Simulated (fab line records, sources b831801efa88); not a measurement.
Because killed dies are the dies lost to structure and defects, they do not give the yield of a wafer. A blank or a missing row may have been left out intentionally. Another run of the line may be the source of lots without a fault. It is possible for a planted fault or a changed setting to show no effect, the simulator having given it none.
Which of the tools did it? ; flow gf180mcu ; 11 lots with 32 wafers sampled at 3 steps, on a route of 602 steps

WHAT EACH GAUGE READ, for each wafer
GF_M5_CD_MEAS_07: target cd 280 nm. Usual: cd-nm at 279.9 nm, with a standard deviation of 1.
lot;measured;on;cd-nm (nm);flag
L501;day 27 01:19;cd-sem-02;279.7 279.9 279.7;
L500;day 27 01:41;cd-sem-01;280.6 280.3 280.2;
L502;day 27 09:17;cd-sem-01;279.1 279.3 279.6;
L503;day 27 17:29;cd-sem-01;278.3 278.0 278.4;
L504;day 27 20:07;cd-sem-02;281.6 281.3 281.1;
L505;day 28 02:01;cd-sem-02;279.3 278.6 279.3;
L506;day 28 16:02;cd-sem-01;280.1 282.1 281.2;
L507;day 28 21:13;cd-sem-01;279.2 281.4 280.2;
L517;day 31 18:23;cd-sem-01;275.4 279.0;
L519;day 32 05:39;cd-sem-01;279.7 280.4 280.4;
L521;day 32 10:18;cd-sem-01;279.7 279.1 279.5;

EACH LOT AND THE TOOL THAT RAN IT (in order: tool; ch and the chambers of the sampled wafers; start)
lot;GF_MIM_METAL_ETCH_19;GF_M5_COAT_02
L501;rie-metal-04 ch 0, day 26 03:26;litho-track-03 ch 0, day 26 14:08
L500;rie-metal-02 ch 0,1, day 26 05:02;litho-track-01 ch 0, day 26 15:05
L502;rie-metal-04 ch 0, day 26 12:55;litho-track-01 ch 0, day 26 23:28
L503;rie-metal-01 ch 0,1, day 26 20:29;litho-track-03 ch 0, day 27 07:08
L504;rie-metal-04 ch 0, day 26 23:23;litho-track-03 ch 0, day 27 09:35
L505;rie-metal-01 ch 0,1, day 27 05:44;litho-track-04 ch 0, day 27 15:51
L506;rie-metal-01 ch 0,1, day 27 20:07;litho-track-03 ch 0, day 28 05:39
L507;rie-metal-02 ch 0,1, day 28 01:18;litho-track-04 ch 0, day 28 11:25
L517;rie-metal-01 ch 0,1, day 31 00:35;litho-track-04 ch 0, day 31 10:04
L519;rie-metal-02 ch 0, day 31 12:10;litho-track-03 ch 0, day 31 21:00
L521;rie-metal-02 ch 0,1, day 31 17:18;litho-track-03 ch 0, day 32 02:12
- GF_MIM_METAL_ETCH_19: etches the open film in Cl2/BCl3, stops on Si3N4, target depth 324.5 nm, time 54.1 s.
- GF_M5_COAT_02: resist thk 1000 nm.

AS READ BY THE TOOLS THEMSELVES (means over the sampled wafers that have a number; for cases with no such wafer, the mark the record gives instead)
GF_MIM_METAL_ETCH_19. Usual: drypump-motor-current-A 5.9 A, standard deviation 0.54; oes-product-au 0.940 a.u., standard deviation 0.0059; throttle-valve-pct 28.285 %, standard deviation 0.0099.
lot;tool;drypump-motor-current-A (A);oes-product-au (a.u.);throttle-valve-pct (%);flag
L501;rie-metal-04;5.5;0.945;28.283;
L500;rie-metal-02;5.7;0.945;28.273;
L502;rie-metal-04;5.4;0.944;28.284;
L503;rie-metal-01;5.7;0.944;28.274;
L504;rie-metal-04;5.4;0.937;28.295;
L505;rie-metal-01;5.7;0.938;28.286;
L506;rie-metal-01;5.9;0.932;28.285;
L507;rie-metal-02;5.7;0.935;28.292;
L517;rie-metal-01;5.8;0.950;28.284;
L519;rie-metal-02;6.7;0.941;28.284;
L521;rie-metal-02;5.7;0.943;28.290;

THE ANSWER, worked out from the rows above alone
Rule: take the mean of a lot's wafers that have a number; if it is more than 3 standard deviations from the usual mean, the lot is off. A lot without any number at a reading at which 4 lots or more have one is off too. Any other lot the step has rows for is counted as sound. Order of review: gauges by route order, followed by the tools' own readings, for which a lot's mean as printed above is used. The first step at which some lot is off is used, and at that step the reading that is off furthest; a lot without a number counts as furthest.
No lot is off at any reading shown: from this, nothing can be told.

WHAT WAS PUT IN BY THE SIMULATOR
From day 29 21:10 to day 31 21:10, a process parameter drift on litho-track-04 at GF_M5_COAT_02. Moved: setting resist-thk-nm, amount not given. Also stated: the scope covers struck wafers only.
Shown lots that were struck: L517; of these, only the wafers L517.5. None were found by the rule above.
